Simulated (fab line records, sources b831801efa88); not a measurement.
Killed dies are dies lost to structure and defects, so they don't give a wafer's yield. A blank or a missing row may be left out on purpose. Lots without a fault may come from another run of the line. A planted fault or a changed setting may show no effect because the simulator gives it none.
Tool commonality check | flow sky130 | 13 lots, 45 wafers sampled

WHY IT WAS OPENED
At SKY_LI_CONTACT_RS_MEAS_22 the reading LI_CONTACT_W_RS is flagged on 2 of 13 lots. Wafers without a fault read 0.288 ohm/sq, standard deviation 0.0041.
Rule: a lot is flagged when every wafer of it that has a number lies more than 4 standard deviations from that mean, or none has a number. The other lots count as sound.

lot  | measured     | on            | LI_CONTACT_W_RS (ohm/sq), wafer by wafer | flag
L269 | day 29 05:02 | film_metro-04 | 0.287 0.284 0.292                        |
L270 | day 29 23:37 | film_metro-01 | 0.286 0.279 0.279                        |
L272 | day 30 14:29 | film_metro-02 | 0.281 0.294 0.293                        |
L271 | day 30 16:56 | film_metro-04 | 0.283 0.287 0.292                        |
L273 | day 31 01:07 | film_metro-04 | 0.294 0.294 0.289                        |
L274 | day 31 08:49 | film_metro-01 | 0.285 0.286 0.288                        |
L280 | day 34 06:13 | film_metro-04 | 0.338 0.331 0.334 0.338 0.331 0.334      | FLAGGED
L282 | day 34 08:07 | film_metro-01 | 0.332 0.329 0.335 0.332 0.328 0.335      | FLAGGED
L285 | day 34 13:04 | film_metro-02 | 0.281 0.283 0.283                        |
L286 | day 34 18:05 | film_metro-01 | 0.289 0.282 0.288                        |
L287 | day 35 08:29 | film_metro-01 | 0.292 0.282 0.285                        |
L288 | day 35 10:42 | film_metro-01 | 0.286 0.287 0.291                        |
L292 | day 36 17:51 | film_metro-02 | 0.290 0.286 0.288                        |
The numbers of the flagged lots are 0.333 ohm/sq on average: +0.045 ohm/sq against the usual, or +11 standard deviations.

WHICH TOOL RAN EACH LOT
The record holds 1 process step before the reading, out of a route of 708 steps. In each cell: the tool, then ch and the chambers that the sampled wafers went through, then the start.
lot  | flag    | SKY_LI_CONTACT_CVD_21
L269 |         | cvd_w-01 ch 0,1, day 29 04:55
L270 |         | cvd_w-02 ch 0,1, day 29 23:29
L272 |         | cvd_w-01 ch 0,1, day 30 14:21
L271 |         | cvd_w-01 ch 0,1, day 30 16:49
L273 |         | cvd_w-01 ch 0, day 31 00:58
L274 |         | cvd_w-02 ch 0,1, day 31 08:41
L280 | FLAGGED | cvd_w-01 ch 0, day 34 06:01
L282 | FLAGGED | cvd_w-01 ch 0, day 34 07:52
L285 |         | cvd_w-02 ch 0, day 34 12:56
L286 |         | cvd_w-02 ch 0,1, day 34 17:57
L287 |         | cvd_w-02 ch 0,1, day 35 08:22
L288 |         | cvd_w-02 ch 0,1, day 35 10:35
L292 |         | cvd_w-01 ch 0,1, day 36 17:42
What these steps do:
- SKY_LI_CONTACT_CVD_21: deposits W, target thk 400 nm, time 120.56 s.
- SKY_LI_CONTACT_RS_MEAS_22: measures by four-point-probe.

FLAGGED OVER TOTAL, TOOL BY TOOL (the gauges that took the reading come last)
step                      | tool          | lots run | flagged | share of the flagged lots | sound lots run after its first flagged lot
SKY_LI_CONTACT_CVD_21     | cvd_w-01      | 7        | 2       | all                       | 1 (L292)
SKY_LI_CONTACT_CVD_21     | cvd_w-02      | 6        | 0       | none                      | -
SKY_LI_CONTACT_RS_MEAS_22 | film_metro-01 | 6        | 1       | some                      | 3 (L286,L287,L288)
SKY_LI_CONTACT_RS_MEAS_22 | film_metro-02 | 3        | 0       | none                      | -
SKY_LI_CONTACT_RS_MEAS_22 | film_metro-04 | 4        | 1       | some                      | 0

WHAT THE TABLE ALLOWS
1 row of the table ran every flagged lot: cvd_w-01 at SKY_LI_CONTACT_CVD_21.
- cvd_w-01 at SKY_LI_CONTACT_CVD_21: 2 of its 7 lots flagged. Sound lots ran on it after the first flagged one (L292), which a lasting fault on the whole tool wouldn't allow. Its own readings lie more than 4 standard deviations out on every wafer of the flagged lots: chamber_pressure_Torr.
No row of the table ran every flagged lot and no sound lot after the first.

WHAT THE SIMULATOR HAD PUT IN
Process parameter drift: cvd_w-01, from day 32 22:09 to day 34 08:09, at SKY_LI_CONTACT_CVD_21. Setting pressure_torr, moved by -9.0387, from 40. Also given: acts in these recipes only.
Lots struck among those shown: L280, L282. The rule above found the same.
